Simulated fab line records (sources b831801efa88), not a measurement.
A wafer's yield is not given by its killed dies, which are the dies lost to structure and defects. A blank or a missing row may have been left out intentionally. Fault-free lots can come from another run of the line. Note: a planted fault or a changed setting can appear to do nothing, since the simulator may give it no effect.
fab line records ; flow sky130
[record] lots = 7; wafers = 21; last_day = 50
route steps=708 shown VIA4@649 METAL5@661 PAD_OPEN@708
lots that met no fault: from a run of the same line without faults
start_h: hours from the record's opening day to when the first of the lot's shown wafers began ; wait_h: time in hours since the lot's previous step ; " as in the row above ; L1.1+2: a row that stands for several wafers ; - value missing, or start not given ; * or withheld: withheld ; < > ~ a bound
route shown NAME@n: names a module that has steps shown in the file, with the first one's number in the route ; usual: the fault-free wafers' mean and standard deviation ; same: alike in all rows ; chamber/n: place in a boat ; sites: readings site by site ; _std_site: standard deviation of those values ; _edge_site: outer sites' mean less inner sites' ; radius_mm: for every site, how far away it sits from the centre of the wafer ; mask NAME#n: copy n ; behind: the tool/chamber that last shaped the wafer ; hold: cause of the lot's hold/its duration in hours/its outcome ; device: names the non-switching transistor (n, p or np) ; end of line: the same wafers' tests at the end of the route ; where a step has no rows: the recipe by itself ; killed: not the wafer's yield, but the dies lost to structure and defects at the first sort ; map: shows each die of a wafer: x if killed, . if not, _ if none is there
set.NAME: setting as actually run; set.NAME@STEP: the setting as run at that earlier step ; model.NAME: the simulator's own value behind a step, which no gauge read
certain route steps with their lots: each step a table, each wafer a row
services: the hour from which a tool's chamber was out of use, counted from the record's first day as start_h (under 0 if before that day), plus the number of hours and why
[[steps]]
[step SKY_VIA4_DEVELOP_10]
[recipe] resist = NOVOLAK; developer = TMAH; develop_time_s = 60; dev_temp_c = 23
[step SKY_VIA4_OVL_MEAS_11]
[usual] VIA4_OVL = -0.6/1.3
lot.wafer;tool;chamber;start_h;wait_h;VIA4_OVL[nm]
L801.2;overlay-02;-;1048.03;0.1;0.5
L801.3;overlay-02;-;1048.03;0.1;1.0
L801.4;overlay-02;-;1048.03;0.1;0.8
L812.2;overlay-02;-;1109.71;0.1;0.4
L812.4;overlay-02;-;1109.71;0.1;-0.1
L812.6;overlay-02;-;1109.71;0.1;-0.3
L813.1;overlay-02;-;1114.53;0.1;1.9
L813.2;overlay-02;-;1114.53;0.1;0.0
L813.3;overlay-02;-;1114.53;0.1;-0.1
L814.1;overlay-01;-;1128.30;0.1;-0.8
L814.2;overlay-01;-;1128.30;0.1;-1.1
L814.4;overlay-01;-;1128.30;0.1;-2.9
L816.1;overlay-01;-;1140.70;0.1;1.3
L816.3;overlay-01;-;1140.70;0.1;-0.2
L816.6;overlay-01;-;1140.70;0.1;0.0
L817.3;overlay-01;-;1141.80;0.1;-2.7
L817.4;overlay-01;-;1141.80;0.1;1.6
L817.6;overlay-01;-;1141.80;0.1;1.6
L818.1;overlay-01;-;1143.48;0.1;-1.5
L818.2;overlay-01;-;1143.48;0.1;-1.3
L818.4;overlay-01;-;1143.48;0.1;0.2
[step SKY_VIA4_ETCH_12]
[recipe] target = SiO2; chemistry = C4F8/O2/Ar; stop_on = TiN; mask_material = NOVOLAK; source_w = 1500; bias_w = 1200; pressure_mtorr = 40; c4f8_flow_sccm = withheld; O2_flow_sccm = 6; Ar_flow_sccm = 300; time_s = withheld; target_depth_a = 5800
[usual] oes_product_au = 0.926/0.0043
lot.wafer;tool;chamber;start_h;wait_h;oes_product_au
L801.2;rie_diel-01;1;1048.06;0.0;0.930
L801.3;rie_diel-01;3;1048.06;0.0;0.921
L801.4;rie_diel-01;2;1048.06;0.0;0.931
L812.2;rie_diel-01;0;1109.74;0.0;0.926
L812.4;rie_diel-01;0;1109.74;0.0;0.935
L812.6;rie_diel-01;1;1109.74;0.0;0.924
L813.1;rie_diel-04;1;1114.56;0.0;0.913
L813.2;rie_diel-04;2;1114.56;0.0;0.925
L813.3;rie_diel-04;0;1114.56;0.0;0.922
L814.1;rie_diel-01;3;1128.34;0.0;0.928
L814.2;rie_diel-01;0;1128.34;0.0;0.926
L814.4;rie_diel-01;1;1128.34;0.0;0.928
L816.1;rie_diel-01;3;1140.74;0.0;0.924
L816.3;rie_diel-01;1;1140.74;0.0;0.924
L816.6;rie_diel-01;2;1140.74;0.0;0.925
L817.3;rie_diel-04;0;1141.83;0.0;0.926
L817.4;rie_diel-04;1;1141.83;0.0;0.927
L817.6;rie_diel-04;3;1141.83;0.0;0.925
L818.1;rie_diel-04;0;1143.52;0.0;0.927
L818.2;rie_diel-04;1;1143.52;0.0;0.928
L818.4;rie_diel-04;3;1143.52;0.0;0.928
[step SKY_VIA4_STRIP_13]
[recipe] chemistry = O2/N2; power_w = 1400; pressure_mtorr = 1500; platen_temp_c = withheld; o2_flow_sccm = 3000; n2_flow_sccm = 300; overash_fraction = 0.5
[usual] drypump_motor_current_A = 5.6/0.32; oes_product_au = 0.709/0.0045; strip_time_to_endpoint_s = 12.81/0.033
lot.wafer;tool;chamber;start_h;wait_h;drypump_motor_current_A;oes_product_au;rf_hours_counter_h;strip_time_to_endpoint_s
L801.2;plasma_asher-02;1;1048.14;-;5.7;0.712;63;12.82
L801.3;plasma_asher-02;0;1048.14;-;4.9;0.705;-;12.81
L801.4;plasma_asher-02;1;1048.14;-;5.7;0.701;-;12.83
L812.2;plasma_asher-03;1;1109.81;-;5.7;0.698;95;12.82
L812.4;plasma_asher-03;0;1109.81;-;6.0;0.706;-;12.79
L812.6;plasma_asher-03;1;1109.81;-;5.7;0.713;-;12.80
L813.1;plasma_asher-03;0;1114.64;-;6.0;0.703;95;12.78
L813.2;plasma_asher-03;1;1114.64;-;5.7;0.708;95;12.75
L813.3;plasma_asher-03;1;1114.64;-;5.7;0.705;-;12.82
L814.1;plasma_asher-02;0;1128.41;-;4.8;0.710;71;12.92
L814.2;plasma_asher-02;1;1128.41;-;5.7;0.705;71;12.83
L814.4;plasma_asher-02;1;1128.41;-;5.7;0.718;-;12.90
L816.1;plasma_asher-02;0;1140.81;-;4.9;0.713;72;12.89
L816.3;plasma_asher-02;0;1140.81;-;4.9;0.704;-;12.85
L816.6;plasma_asher-02;1;1140.81;-;5.7;0.711;-;12.87
L817.3;plasma_asher-04;1;1141.93;-;5.6;0.708;-;12.82
L817.4;plasma_asher-04;0;1141.93;-;5.4;0.709;-;12.81
L817.6;plasma_asher-04;0;1141.93;-;5.4;0.708;-;12.87
L818.1;plasma_asher-02;0;1143.59;-;4.8;0.698;72;12.77
L818.2;plasma_asher-02;1;1143.59;-;5.7;0.709;72;12.78
L818.4;plasma_asher-02;1;1143.59;-;5.7;0.706;-;12.78
[step SKY_VIA4_STRIP_14]
[recipe] chemistry = post_etch_residue_remover; time_s = 1200; temp_c = 72.5
[step SKY_VIA4_CLEAN_15]
[recipe] chemistry = IPA; time_s = 180; temp_c = 25
[step SKY_VIA4_CLEAN_16]
[recipe] chemistry = O3/DIW; dry = n2_spin
[step SKY_VIA4_SPUTTER_17]
[recipe] material = TiN; target_thk_nm = 20; chamber_pressure_pa = 5; power_w = 4000; time_s = 80
[usual] cathode_dc_power_W = 4000.1/0.77; chamber_pressure_pa = 4.999/0.0095; throttle_valve_pct = 29.9/0.78
lot.wafer;tool;chamber;start_h;wait_h;cathode_dc_power_W;chamber_pressure_pa;throttle_valve_pct
L801.2;pvd_sputter-02;-;1048.73;0.0;3998.9;4.996;29.3
L801.3;pvd_sputter-02;-;1048.73;0.0;4001.4;4.994;30.3
L801.4;pvd_sputter-02;-;1048.73;0.0;3999.2;5.005;30.5
L812.2;pvd_sputter-03;-;1110.40;0.0;4000.2;4.997;29.2
L812.4;pvd_sputter-03;-;1110.40;0.0;4000.6;5.003;30.7
L812.6;pvd_sputter-03;-;1110.40;0.0;3998.8;5.003;28.9
L813.1;pvd_sputter-03;-;1115.23;0.0;4000.4;5.010;28.2
L813.2;pvd_sputter-03;-;1115.23;0.0;4000.1;5.003;27.9
L813.3;pvd_sputter-03;-;1115.23;0.0;3999.5;4.997;29.1
L814.1;pvd_sputter-04;-;1129.00;0.0;3999.5;5.001;29.2
L814.2;pvd_sputter-04;-;1129.00;0.0;3999.6;4.990;30.8
L814.4;pvd_sputter-04;-;1129.00;0.0;4000.5;4.994;30.1
L816.1;pvd_sputter-03;-;1141.47;0.0;3999.9;5.018;28.3
L816.3;pvd_sputter-03;-;1141.47;0.0;4000.0;5.000;29.1
L816.6;pvd_sputter-03;-;1141.47;0.0;4000.1;5.014;30.9
L817.3;pvd_sputter-02;-;1142.50;0.0;4000.9;4.994;29.5
L817.4;pvd_sputter-02;-;1142.50;0.0;4000.8;4.986;30.5
L817.6;pvd_sputter-02;-;1142.50;0.0;4001.1;4.993;30.4
L818.1;pvd_sputter-04;-;1144.26;0.0;4000.4;5.004;30.1
L818.2;pvd_sputter-04;-;1144.26;0.0;4000.5;5.001;31.2
L818.4;pvd_sputter-04;-;1144.26;0.0;3999.7;4.984;30.2
[step SKY_VIA4_CVD_18]
[recipe] material = W; target_thk_nm = 505; time_s = 152.14; temp_c = 400; pressure_torr = 40
[usual] heater_power_w = 906/97
lot.wafer;tool;chamber;start_h;wait_h;heater_power_w
L801.2;cvd_w-02;0;1048.79;0.0;1064
L801.3;cvd_w-02;1;1048.79;0.0;872
L801.4;cvd_w-02;0;1048.79;0.0;1050
L812.2;cvd_w-02;1;1110.46;0.0;895
L812.4;cvd_w-02;0;1110.46;0.0;1045
L812.6;cvd_w-02;0;1110.46;0.0;1042
L813.1;cvd_w-02;1;1115.29;0.0;888
L813.2;cvd_w-02;0;1115.29;0.0;1057
L813.3;cvd_w-02;1;1115.29;0.0;896
L814.1;cvd_w-02;0;1129.06;0.0;1053
L814.2;cvd_w-02;1;1129.06;0.0;889
L814.4;cvd_w-02;1;1129.06;0.0;882
L816.1;cvd_w-02;0;1141.53;0.0;1067
L816.3;cvd_w-02;1;1141.53;0.0;895
L816.6;cvd_w-02;0;1141.53;0.0;1033
L817.3;cvd_w-01;1;1142.61;0.1;868
L817.4;cvd_w-01;0;1142.61;0.1;793
L817.6;cvd_w-01;0;1142.61;0.1;808
L818.1;cvd_w-01;1;1144.32;0.0;908
L818.2;cvd_w-01;0;1144.32;0.0;796
L818.4;cvd_w-01;0;1144.32;0.0;829
[step SKY_VIA4_RS_MEAS_19]
[recipe] thk_meas_gauge = four-point-probe; reads = W_of_VIA4_CVD_18+TiN_of_VIA4_SPUTTER_17
[usual] VIA4_W_RS = 0.223/0.0032
lot.wafer;tool;chamber;start_h;wait_h;VIA4_W_RS[ohm/sq]
L801.2;film_metro-02;-;1048.96;0.1;0.218
L801.3;film_metro-02;-;1048.96;0.1;0.223
L801.4;film_metro-02;-;1048.96;0.1;0.217
L812.2;film_metro-01;-;1110.63;0.1;0.223
L812.4;film_metro-01;-;1110.63;0.1;0.221
L812.6;film_metro-01;-;1110.63;0.1;0.223
L813.1;film_metro-02;-;1115.44;0.1;0.224
L813.2;film_metro-02;-;1115.44;0.1;0.221
L813.3;film_metro-02;-;1115.44;0.1;0.223
L814.1;film_metro-02;-;1129.21;0.1;0.219
L814.2;film_metro-02;-;1129.21;0.1;0.219
L814.4;film_metro-02;-;1129.21;0.1;0.222
L816.1;film_metro-02;-;1141.68;0.1;0.218
L816.3;film_metro-02;-;1141.68;0.1;0.220
L816.6;film_metro-02;-;1141.68;0.1;0.219
L817.3;film_metro-01;-;1142.75;0.1;0.225
L817.4;film_metro-01;-;1142.75;0.1;0.223
L817.6;film_metro-01;-;1142.75;0.1;0.225
L818.1;film_metro-01;-;1144.48;0.1;0.225
L818.2;film_metro-01;-;1144.48;0.1;0.225
L818.4;film_metro-01;-;1144.48;0.1;0.225
[step SKY_VIA4_THK_MEAS_20]
[recipe] thk_meas_gauge = xrf; reads = W_of_VIA4_CVD_18
[usual] VIA4_W_THK = 517/9.3
lot.wafer;tool;chamber;start_h;wait_h;VIA4_W_THK[nm]
L801.2;film_metro-02;-;1049.07;0.1;533
L801.3;film_metro-02;-;1049.07;0.1;522
L801.4;film_metro-02;-;1049.07;0.1;540
L812.2;film_metro-01;-;1110.74;0.1;512
L812.4;film_metro-01;-;1110.74;0.1;521
L812.6;film_metro-01;-;1110.74;0.1;516
L813.1;film_metro-02;-;1115.56;0.1;520
L813.2;film_metro-02;-;1115.56;0.1;528
L813.3;film_metro-02;-;1115.56;0.1;519
L814.1;film_metro-02;-;1129.33;0.1;528
L814.2;film_metro-02;-;1129.33;0.1;528
L814.4;film_metro-02;-;1129.33;0.1;522
L816.1;film_metro-02;-;1141.80;0.1;533
L816.3;film_metro-02;-;1141.80;0.1;527
L816.6;film_metro-02;-;1141.80;0.1;526
L817.3;film_metro-01;-;1142.85;0.1;509
L817.4;film_metro-01;-;1142.85;0.1;516
L817.6;film_metro-01;-;1142.85;0.1;514
L818.1;film_metro-01;-;1144.60;0.1;513
L818.2;film_metro-01;-;1144.60;0.1;510
L818.4;film_metro-01;-;1144.60;0.1;511
[step SKY_VIA4_CMP_21]
[recipe] stop_on = SiO2; t_overpolish_s = 25; down_force_psi = 3.5; platen_rpm = 60; target_thk_nm = 0; pad_velocity_m_s = 0.94248
[step SKY_METAL5_SPUTTER_00]
[recipe] material = Ti; target_thk_nm = 15; power_w = 3000; time_s = 10; chamber_pressure_pa = 0.4
[usual] cathode_dc_power_W = 3000.0/0.57; chamber_pressure_pa = 0.3998/0.00083; throttle_valve_pct = 29.7/0.96
lot.wafer;tool;chamber;start_h;wait_h;cathode_dc_power_W;chamber_pressure_pa;throttle_valve_pct
L801.2;pvd_sputter-01;-;1049.44;0.2;2999.6;0.3994;28.0
L801.3;pvd_sputter-01;-;1049.44;0.2;3000.4;0.3993;30.1
L801.4;pvd_sputter-01;-;1049.44;0.2;2999.3;0.4007;29.7
L812.2;pvd_sputter-04;-;1111.23;0.1;-;-;-
L812.4;pvd_sputter-04;-;1111.23;0.1;-;-;-
L812.6;pvd_sputter-04;-;1111.23;0.1;-;-;-
L813.1;pvd_sputter-03;-;1115.93;0.1;-;-;-
L813.2;pvd_sputter-03;-;1115.93;0.1;-;-;-
L813.3;pvd_sputter-03;-;1115.93;0.1;-;-;-
L814.1;pvd_sputter-03;-;1129.98;0.1;-;-;-
L814.2;pvd_sputter-03;-;1129.98;0.1;-;-;-
L814.4;pvd_sputter-03;-;1129.98;0.1;-;-;-
L816.1;pvd_sputter-04;-;1142.16;0.2;2999.6;0.3995;29.4
L816.3;pvd_sputter-04;-;1142.16;0.2;3000.5;0.4006;30.1
L816.6;pvd_sputter-04;-;1142.16;0.2;3001.1;0.3997;31.0
L817.3;pvd_sputter-03;-;1143.19;0.2;2999.0;0.4006;28.1
L817.4;pvd_sputter-03;-;1143.19;0.2;3001.0;0.3990;28.1
L817.6;pvd_sputter-03;-;1143.19;0.2;2999.7;0.4011;28.1
L818.1;pvd_sputter-03;-;1145.05;0.2;2999.6;0.3988;28.5
L818.2;pvd_sputter-03;-;1145.05;0.2;2999.8;0.3996;30.8
L818.4;pvd_sputter-03;-;1145.05;0.2;3000.4;0.4003;28.0
[step SKY_METAL5_SPUTTER_01]
[recipe] material = TiN; target_thk_nm = 20; power_w = 6500; time_s = 16.7; chamber_pressure_pa = 0.4
[usual] cathode_dc_power_W = 6499.9/1.2; chamber_pressure_pa = 0.4000/0.00081; throttle_valve_pct = 29.6/0.96
lot.wafer;tool;chamber;start_h;wait_h;cathode_dc_power_W;chamber_pressure_pa;throttle_valve_pct
L801.2;pvd_sputter-01;-;1049.47;0.0;6499.3;0.4001;27.8
L801.3;pvd_sputter-01;-;1049.47;0.0;6496.8;0.4006;29.8
L801.4;pvd_sputter-01;-;1049.47;0.0;6498.7;0.4003;29.8
L812.2;pvd_sputter-04;-;1111.25;0.0;6501.2;0.4000;29.1
L812.4;pvd_sputter-04;-;1111.25;0.0;6502.0;0.4007;30.1
L812.6;pvd_sputter-04;-;1111.25;0.0;6499.1;0.3986;30.1
L813.1;pvd_sputter-03;-;1115.96;0.0;6499.1;0.3991;28.1
L813.2;pvd_sputter-03;-;1115.96;0.0;6500.5;0.4007;30.7
L813.3;pvd_sputter-03;-;1115.96;0.0;6500.7;0.4003;28.5
L814.1;pvd_sputter-03;-;1130.00;0.0;6497.9;0.4007;29.2
L814.2;pvd_sputter-03;-;1130.00;0.0;6499.4;0.3995;28.0
L814.4;pvd_sputter-03;-;1130.00;0.0;6499.6;0.4010;30.4
L816.1;pvd_sputter-04;-;1142.18;0.0;6498.9;0.4001;29.2
L816.3;pvd_sputter-04;-;1142.18;0.0;6496.7;0.4003;30.0
L816.6;pvd_sputter-04;-;1142.18;0.0;6499.0;0.4002;31.1
L817.3;pvd_sputter-03;-;1143.21;0.0;6499.4;0.4006;28.6
L817.4;pvd_sputter-03;-;1143.21;0.0;6498.9;0.3987;28.1
L817.6;pvd_sputter-03;-;1143.21;0.0;6500.1;0.3997;28.3
L818.1;pvd_sputter-03;-;1145.07;0.0;6499.4;0.4001;27.7
L818.2;pvd_sputter-03;-;1145.07;0.0;6497.8;0.3998;31.0
L818.4;pvd_sputter-03;-;1145.07;0.0;6500.2;0.4000;28.0
[step SKY_PAD_OPEN_PROBE_99]
[usual] defect_limited_yield = 82.9/2; killed_at_M0_to_M3 = 42/7.4; killed_at_M4_up = 3.3/2.1; killed_at_contacts = 24/5.3; killed_at_front_end = 15/4.5; killed_at_other = 0.3/0.57; killed_dies = 84/10; killed_on_rim = 17/3.8; killed_open = 46/7.5; killed_short = 38/6.4; sort_bin_3_pad_short = 0.9/0.44; sort_bin_5_function = 10.2/1.5; sort_bin_6_memory = 6.0/1.1; sort_n_pass = 408/10; sort_yield_pct = 82.9/2
[same] gross_dies = 492; killed_at_back_side = 0; sort_bin_4_leakage[%] = 0; sort_bin_8_speed[%] = 0
lot.wafer;tool;chamber;start_h;wait_h;defect_limited_yield[%];killed_at_M0_to_M3;killed_at_M4_up;killed_at_contacts;killed_at_front_end;killed_at_other;killed_dies;killed_on_rim;killed_open;killed_short;sort_bin_3_pad_short[%];sort_bin_5_function[%];sort_bin_6_memory[%];sort_n_pass;sort_yield_pct[%];model.etest.via4_chain.rc_ohm
L801.2;prober-02;-;1115.08;0.1;83.7;45;1;29;5;0;80;15;50;29;0.2;10.4;5.7;412;83.7;0.824
L801.3;prober-02;-;1115.13;0.2;88.4;23;3;25;6;0;57;14;35;22;0.6;5.9;5.1;435;88.4;0.7955
L801.4;prober-02;-;1115.18;0.2;83.5;41;5;22;13;0;81;28;39;42;0.8;10.0;5.7;411;83.5;0.7984
L812.2;prober-02;-;1170.32;0.1;82.7;43;2;22;18;0;85;17;43;40;0.4;9.1;7.7;407;82.7;0.8641
L812.4;prober-02;-;1170.42;0.2;83.7;48;1;22;9;0;80;16;40;40;0.8;9.1;6.3;412;83.7;0.8723
L812.6;prober-02;-;1170.52;0.2;79.7;57;3;27;13;0;100;26;55;44;1.0;12.6;6.7;392;79.7;0.8278
L813.1;prober-01;-;1174.56;0.1;83.1;32;2;29;19;1;83;15;45;38;1.0;10.2;5.7;409;83.1;0.8591
L813.2;prober-01;-;1174.61;0.1;84.1;42;3;23;9;1;78;19;44;34;0.8;11.2;3.9;414;84.1;0.8906
L813.3;prober-01;-;1174.66;0.2;86.8;39;2;13;11;0;65;7;33;32;0.4;7.9;4.9;427;86.8;0.8932
L814.1;prober-01;-;1185.66;0.1;84.1;40;9;18;11;0;78;14;43;35;1.0;10.6;4.3;414;84.1;0.8658
L814.2;prober-01;-;1185.71;0.1;82.3;43;4;22;17;1;87;19;45;41;0.8;10.8;6.1;405;82.3;0.8685
L814.4;prober-01;-;1185.81;0.2;82.9;45;1;20;17;1;84;24;37;47;0.8;10.8;5.5;408;82.9;0.8797
L816.1;prober-02;-;1195.22;0.1;83.1;51;2;18;12;0;83;16;39;44;1.4;8.9;6.5;409;83.1;0.8015
L816.3;prober-02;-;1195.32;0.2;83.5;39;1;22;18;1;81;15;38;42;1.2;11.0;4.3;411;83.5;0.7948
L816.6;prober-02;-;1195.47;0.2;80.9;37;5;36;16;0;94;17;57;37;1.2;11.0;6.9;398;80.9;0.8055
L817.3;prober-01;-;1196.18;0.2;86.0;40;1;24;4;0;69;7;47;22;0.8;8.9;4.3;423;86.0;0.7964
L817.4;prober-01;-;1196.23;0.2;86.6;35;2;18;11;0;66;14;36;30;0.4;7.5;5.5;426;86.6;0.8411
L817.6;prober-01;-;1196.33;0.2;83.9;38;5;21;15;0;79;15;37;42;1.2;11.0;3.9;413;83.9;0.7997
L818.1;prober-02;-;1199.05;0.1;79.5;51;4;31;15;0;101;18;67;34;1.0;10.8;8.7;391;79.5;0.7937
L818.2;prober-02;-;1199.10;0.1;82.5;49;2;16;19;0;86;13;47;38;1.2;9.3;6.9;406;82.5;0.8005
L818.4;prober-02;-;1199.20;0.2;83.1;45;3;19;16;0;83;15;47;36;0.6;8.5;7.7;409;83.1;0.8161
// killed by level:class
L801.2 VIA1:geometric_particle:open=12 VIA2:geometric_particle:open=12 CONTACT:geometric_particle:open=11 METAL2:geometric_particle:short=7 VIA3:geometric_particle:open=6 CONTACT:geometric_particle:short=5 LI_CONTACT:geometric_particle:open=4 LOCAL_INTERCONNECT:geometric_particle:short=4
L801.3 LI_CONTACT:geometric_particle:open=12 CONTACT:geometric_particle:open=10 METAL2:geometric_particle:short=4 POLY_GATE:geometric_particle:open=3 METAL1:geometric_particle:short=3 VIA1:geometric_particle:open=3 METAL3:geometric_particle:short=3 VIA3:geometric_particle:open=3
L801.4 VIA2:geometric_particle:open=11 VIA1:geometric_particle:open=10 CONTACT:geometric_particle:short=9 METAL1:geometric_particle:short=5 METAL4:geometric_particle:short=5 LI_CONTACT:geometric_particle:open=4 CONTACT:geometric_particle:open=4 VIA2:geometric_particle:short=4
L812.2 CONTACT:geometric_particle:open=9 VIA1:geometric_particle:open=9 METAL1:geometric_particle:short=7 CONTACT:geometric_particle:short=6 VIA2:geometric_particle:open=6 VIA3:geometric_particle:open=6 FIELD_ISO:geometric_particle:open=5 FIELD_ISO:geometric_particle:short=4
L812.4 METAL1:geometric_particle:short=9 VIA1:geometric_particle:open=9 METAL2:geometric_particle:short=9 LI_CONTACT:geometric_particle:open=8 CONTACT:geometric_particle:open=6 VIA2:geometric_particle:open=5 VIA3:geometric_particle:open=5 VIA3:geometric_particle:short=4
L812.6 CONTACT:geometric_particle:open=11 VIA1:geometric_particle:open=10 VIA3:geometric_particle:open=10 LI_CONTACT:geometric_particle:open=8 VIA1:geometric_particle:short=6 METAL2:geometric_particle:short=6 VIA2:geometric_particle:open=5 METAL3:geometric_particle:short=5
L813.1 CONTACT:geometric_particle:open=15 VIA1:geometric_particle:open=12 FIELD_ISO:geometric_particle:open=6 FIELD_ISO:geometric_particle:short=6 LI_CONTACT:geometric_particle:short=5 CONTACT:geometric_particle:short=5 POLY_GATE:geometric_particle:short=4 VIA2:geometric_particle:open=4
L813.2 VIA1:geometric_particle:open=11 VIA2:geometric_particle:open=8 CONTACT:geometric_particle:open=7 LI_CONTACT:geometric_particle:open=6 METAL2:geometric_particle:short=5 VIA3:geometric_particle:open=5 CONTACT:geometric_particle:short=4 METAL1:geometric_particle:short=4
L813.3 VIA1:geometric_particle:short=10 VIA1:geometric_particle:open=7 CONTACT:geometric_particle:open=6 FIELD_ISO:geometric_particle:short=5 VIA3:geometric_particle:open=5 VIA2:geometric_particle:open=4 METAL3:geometric_particle:short=3 FIELD_ISO:geometric_particle:open=2
L814.1 CONTACT:geometric_particle:open=9 VIA3:geometric_particle:open=6 METAL2:geometric_particle:short=6 METAL4:geometric_particle:short=6 VIA2:geometric_particle:short=5 LI_CONTACT:geometric_particle:open=5 VIA1:geometric_particle:open=5 VIA2:geometric_particle:open=5
L814.2 VIA1:geometric_particle:open=11 VIA2:geometric_particle:open=9 CONTACT:geometric_particle:open=6 METAL1:geometric_particle:short=6 LI_CONTACT:geometric_particle:short=5 FIELD_ISO:geometric_particle:open=4 POLY_GATE:geometric_particle:short=4 LOCAL_INTERCONNECT:geometric_particle:short=4
L814.4 VIA1:geometric_particle:open=9 CONTACT:geometric_particle:open=8 METAL1:geometric_particle:short=7 FIELD_ISO:geometric_particle:short=5 LOCAL_INTERCONNECT:geometric_particle:short=5 METAL2:geometric_particle:short=5 VIA2:geometric_particle:short=5 VIA2:geometric_particle:open=5
L816.1 VIA3:geometric_particle:open=9 VIA1:geometric_particle:open=8 VIA1:geometric_particle:short=7 CONTACT:geometric_particle:open=6 FIELD_ISO:geometric_particle:short=5 METAL3:geometric_particle:short=5 LI_CONTACT:geometric_particle:open=5 METAL1:geometric_particle:short=5
L816.3 VIA1:geometric_particle:open=10 CONTACT:geometric_particle:short=8 METAL2:geometric_particle:short=8 FIELD_ISO:geometric_particle:short=7 FIELD_ISO:geometric_particle:open=6 LI_CONTACT:geometric_particle:open=5 VIA2:geometric_particle:open=5 CONTACT:geometric_particle:open=4
L816.6 LI_CONTACT:geometric_particle:open=12 CONTACT:geometric_particle:open=10 FIELD_ISO:geometric_particle:open=8 VIA1:geometric_particle:open=8 VIA3:geometric_particle:open=7 LI_CONTACT:geometric_particle:short=5 LOCAL_INTERCONNECT:geometric_particle:open=4 METAL1:geometric_particle:short=4
L817.3 VIA1:geometric_particle:open=13 LI_CONTACT:geometric_particle:open=9 CONTACT:geometric_particle:open=6 VIA2:geometric_particle:open=6 VIA3:geometric_particle:open=6 METAL2:geometric_particle:short=5 CONTACT:geometric_particle:short=3 METAL1:geometric_particle:short=3
L817.4 VIA1:geometric_particle:open=11 METAL2:geometric_particle:short=6 FIELD_ISO:geometric_particle:short=4 LI_CONTACT:geometric_particle:open=4 CONTACT:geometric_particle:open=4 METAL1:geometric_particle:short=4 VIA2:geometric_particle:open=4 VIA3:geometric_particle:open=4
L817.6 VIA1:geometric_particle:open=11 METAL1:geometric_particle:short=8 CONTACT:geometric_particle:open=6 LOCAL_INTERCONNECT:geometric_particle:short=6 CONTACT:geometric_particle:short=6 POLY_GATE:geometric_particle:short=5 METAL2:geometric_particle:short=5 VIA3:geometric_particle:open=5
L818.1 CONTACT:geometric_particle:open=21 VIA1:geometric_particle:open=13 VIA1:geometric_particle:short=7 VIA2:geometric_particle:open=7 FIELD_ISO:geometric_particle:open=6 LI_CONTACT:geometric_particle:open=5 VIA3:geometric_particle:open=5 METAL1:geometric_particle:open=4
L818.2 VIA1:geometric_particle:open=10 VIA3:geometric_particle:open=10 METAL1:geometric_particle:short=8 FIELD_ISO:geometric_particle:open=6 VIA2:geometric_particle:open=6 VIA3:geometric_particle:short=6 FIELD_ISO:geometric_particle:short=5 LI_CONTACT:geometric_particle:open=5
L818.4 CONTACT:geometric_particle:open=11 VIA3:geometric_particle:open=10 POLY_GATE:geometric_particle:short=7 VIA1:geometric_particle:short=6 VIA2:geometric_particle:open=6 METAL1:geometric_particle:short=5 LI_CONTACT:geometric_particle:open=4 VIA1:geometric_particle:open=4
[[services]]
tool;chamber;start_h;hours;kind
pvd_sputter-01;0;1024.90;-;consumable_replace:kit
pvd_sputter-01;0;1024.90;18.0;scheduled_down
pvd_sputter-01;0;1024.90;18.0;vent_cycle
pvd_sputter-02;-;1037.62;3.0;repair
cvd_w-02;0;1044.20;1.5;repair
rie_diel-01;0;1056.91;7.2;repair
pvd_sputter-03;-;1057.93;12.8;repair
pvd_sputter-01;-;1059.73;1.0;repair
rie_diel-01;-;1059.97;2.8;pm
rie_diel-01;2;1075.00;7.4;repair
pvd_sputter-02;3;1077.40;-;consumable_replace:kit
pvd_sputter-02;3;1077.40;18.0;scheduled_down
pvd_sputter-02;3;1077.40;18.0;vent_cycle
pvd_sputter-02;-;1082.27;1.6;repair
pvd_sputter-01;3;1083.14;-;consumable_replace:kit
pvd_sputter-04;-;1092.30;6.6;repair
plasma_asher-02;-;1097.00;2.8;pm
plasma_asher-04;-;1102.75;0.4;repair
rie_diel-01;2;1104.89;6.5;repair
pvd_sputter-04;-;1136.99;2.6;repair
cvd_w-02;1;1137.34;3.7;repair
pvd_sputter-03;-;1137.50;3.9;repair
rie_diel-01;-;1142.39;0.7;repair
plasma_asher-04;-;1142.88;16.5;repair
[[key]]
[first_sign] step = SKY_METAL5_SPUTTER_00; reading = tool_record; direction = missing
effect none on later readings
[model_effect] step = SKY_PAD_OPEN_PROBE_99; value = etest.via4_chain.rc_ohm; without = 0.8079; struck = 0.869
met_at SKY_METAL5_SPUTTER_00
struck_wafers L812.2,L812.4,L812.6,L813.1,L813.2,L813.3,L814.1,L814.2,L814.4
[fault] kind = skipped_step_whole; tool = pvd_sputter-03,pvd_sputter-04; chamber = -; onset_h = 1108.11; steps = SKY_METAL5_SPUTTER_00; scope = struck_lots_only
